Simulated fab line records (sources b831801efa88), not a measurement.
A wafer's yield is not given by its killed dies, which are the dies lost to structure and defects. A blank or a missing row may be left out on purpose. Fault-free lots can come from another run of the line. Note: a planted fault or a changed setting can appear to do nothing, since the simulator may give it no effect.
A lot that was struck, set against a sound lot | flow sky130 | 16 out of 708 route steps
Sound: the wafers L244.1, L244.4, L244.5. Struck: wafer L232.6 (left out: L232.2, a lot-mate that was not struck); the cause follows at the end.
Order at every step that has rows: each side's tool, ch and its chambers, its first start. Under that, the readings that differ: sound wafers | struck wafers | difference of the means | sigmas: that difference in standard deviations of wafers without a fault.
alike: readings with means less than 2 such deviations apart, plus words and numbers identical on both sides. not compared: withheld readings, readings lacking a value on some wafer, bounds such as >300 that could conceal the same value, and numbers that have no deviation in the record and whose values overlap.
A row with sigmas, a row that says differs or no value, or rows on one side alone: a step with any of these is where the two part. Non-overlapping numbers with no deviation appear without sigmas and do not part them. Lack of a reading on every wafer of one side parts them only where that side has two or more wafers.

SKY_CAP2M_THK_MEAS_01:
  struck on film metro-04, day 42 12:46; sound on film metro-04, day 45 14:52
  alike: CAP2M_CVD_00_THK
SKY_CAP2M_SPUTTER_02: material TiN, target thk 200 nm, time 166.7 s.
  struck on pvd sputter-03, day 42 12:49; sound on pvd sputter-01, day 45 14:56
  alike: throttle valve pct
SKY_CAP2M_RS_MEAS_03: a four-point-probe measurement.
  struck on film metro-03, day 42 12:56; sound on film metro-03, day 45 15:02
  alike: CAP2M_TIN_RS
SKY_CAP2M_THK_MEAS_04: measures by xrf.
  struck on film metro-03, day 42 13:03; sound on film metro-03, day 45 15:10
  alike: CAP2M_TIN_THK
then, 7 steps without rows for these wafers: SKY_CAP2M_DEHYDRATE_05 (time 60 s); SKY_CAP2M_HMDS_06 (prime time 60 s); SKY_CAP2M_COAT_07 (resist thk 1140 nm); SKY_CAP2M_SOFTBAKE_08 (time 60 s); SKY_CAP2M_EXPOSE_09 (exposes mask CAP2M, target cd 1000 nm); SKY_CAP2M_PEB_10; SKY_CAP2M_DEVELOP_11 (develop time 60 s).
SKY_CAP2M_OVL_MEAS_12:
  struck on overlay-02, day 43 11:40; sound on overlay-01, day 46 11:41
  alike: CAP2M_OVL
SKY_CAP2M_METAL_ETCH_13: etches TiN in Cl2/BCl3, stops on SiO2, target depth 220 nm, time 62.9 s.
  sound on rie metal-01 ch 0,1, day 46 11:44; struck on rie metal-01 ch 0, day 43 11:42
  reading                                    | sound                | struck | difference | sigmas
  oes product au (a.u.)                      | 0.952 0.931 0.941    | 1.004  | +0.063     | +8
  run length s (s)                           | 90.9 90.9 90.8       | 75.1   | -15.8      | -48
  throttle valve pct (%)                     | 21.898 21.922 21.896 | 21.872 | -0.033     | -3
  model.NOVOLAK_of_CAP2M_COAT_07.thk nm (nm) | 994.8 997.8 998.4    | 1027   | +30        |
  model.CAP2M.feature depth nm (nm)          | 200.8 197.7 199.2    | 165.1  | -34.1      |
  model.etch.depth nm (nm)                   | 200.8 197.7 199.2    | 165.2  | -34.0      |
  alike: drypump motor current A
  not compared: bias w, rf hours counter h
SKY_CAP2M_STRIP_14: strips in O2/N2.
  sound on plasma asher-01 ch 0,1, day 46 11:48; struck on plasma asher-01 ch 1, day 43 11:47
  reading                      | sound             | struck | difference | sigmas
  strip time to endpoint s (s) | 12.68 12.70 12.71 | 12.98  | +0.28      | +9
  alike: drypump motor current A, oes product au
  not compared: rf hours counter h
then, 1 step without rows for these wafers: SKY_CAP2M_STRIP_15 (strips in post etch residue remover, time 1200 s).
-- the record jumps here: 5 days lie between the struck wafers' starts before and after (it left off in module CAP2M and takes up again in module PAD_OPEN, whose first step shown is number 708 of the route) --
SKY_PAD_OPEN_PROBE_99:
  only the struck wafers here have rows in the record (prober-01, day 48 02:49); the sound ones have none

## WHERE THEY PART
Earliest at SKY_CAP2M_METAL_ETCH_13; latest, in this record, at SKY_PAD_OPEN_PROBE_99.

WHY: what had been put in by the simulator
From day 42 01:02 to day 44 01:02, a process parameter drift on rie metal-01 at SKY_CAP2M_METAL_ETCH_13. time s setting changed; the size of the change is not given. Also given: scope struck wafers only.
